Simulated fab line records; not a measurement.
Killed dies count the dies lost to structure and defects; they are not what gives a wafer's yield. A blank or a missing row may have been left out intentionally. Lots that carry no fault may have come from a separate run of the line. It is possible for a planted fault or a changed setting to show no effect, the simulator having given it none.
Chamber matching | flow sky130 | SKY_LI_CONTACT_CMP_02 on cmp-01 has 4 sister chambers
The step polishes PSG. 18 wafers are shown with their chamber, then 8 later ones without.

WAFERS PAIRED WITH THEIR CHAMBERS
wafer  | chamber | motorCurrentA (A) | timeToEndpointS (s) | retainingRingPressureFrac
L487.2 | 3       | 12.1              | 30.7                | 1.001
L487.4 | 2       | 10.2              | 35.2                | 0.989
L487.5 | 3       | 11.3              | 25.2                | 1.004
L489.1 | 0       | 13.4              | 28.2                | 1.009
L489.2 | 2       | 9.9               | 30.9                | 1.004
L491.1 | 0       | 12.8              | 30.0                | 0.998
L491.4 | 1       | 11.7              | 32.1                | 1.001
L491.5 | 3       | 11.1              | 29.0                | 1.001
L502.2 | 1       | 12.1              | 32.3                | 0.998
L502.4 | 3       | 11.6              | 29.4                | 0.996
L502.6 | 2       | 10.0              | 35.0                | 1.003
L504.1 | 3       | 11.3              | 30.6                | 1.007
L504.3 | 0       | 12.6              | 32.6                | 0.995
L504.6 | 0       | 12.9              | 33.1                | 1.002
L505.1 | 0       | 13.3              | 31.7                | 0.994
L505.3 | 2       | 10.2              | 32.5                | 0.999
L505.6 | 1       | 11.6              | 26.9                | 0.995
L506.2 | 1       | 11.8              | 30.7                | 1.001

SIGNATURES (averages over the wafers above)
reading                   | chamber 0 | chamber 1 | chamber 2 | chamber 3 | scatter within a chamber
motorCurrentA             | 13.000    | 11.800    | 10.075    | 11.480    | 0.302
timeToEndpointS           | 31.120    | 30.500    | 33.400    | 28.980    | 2.2
retainingRingPressureFrac | 0.99960   | 0.99875   | 0.99875   | 1.00180   | 0.00522
Rule: a wafer's distance from a chamber is the root of the sum, over the readings, of the square of ((its reading less the chamber's mean) divided by the reading's scatter). If the next closest chamber is less than 2 further off than the closest, the wafer can't be placed; otherwise it belongs to the closest. The scatter: take each reading less its chamber's mean, square it, sum over the shown wafers, divide by the number of wafers less the number of chambers, and take the root.

WAFERS WITHOUT THEIR CHAMBER
wafer  | motorCurrentA (A) | timeToEndpointS (s) | retainingRingPressureFrac
L506.4 | 10.2              | 33.7                | 0.989
L506.5 | 11.3              | 31.4                | 0.994
L507.1 | 11.5              | 31.8                | 1.008
L507.3 | 10.4              | 33.3                | 0.993
L507.4 | 11.9              | 29.4                | 0.991
L508.2 | 12.3              | 32.5                | 0.999
L508.3 | 11.3              | 33.3                | 0.995
L508.4 | 10.0              | 36.4                | 1.001

EACH ONE'S CHAMBER
wafer  | from the rows above          | in truth
L506.4 | 2                            | 2
L506.5 | can't be placed: 1 or 3      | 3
L507.1 | can't be placed: 3 or 1      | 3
L507.3 | 2                            | 2
L507.4 | can't be placed: 1 or 3      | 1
L508.2 | can't be placed: 1 or 0 or 3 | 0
L508.3 | can't be placed: 1 or 3 or 2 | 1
L508.4 | 2                            | 2
3 of 8 placed correctly. Not placeable from these rows: 5 (in 5, the candidates include the true chamber). Placed wrongly: 0.
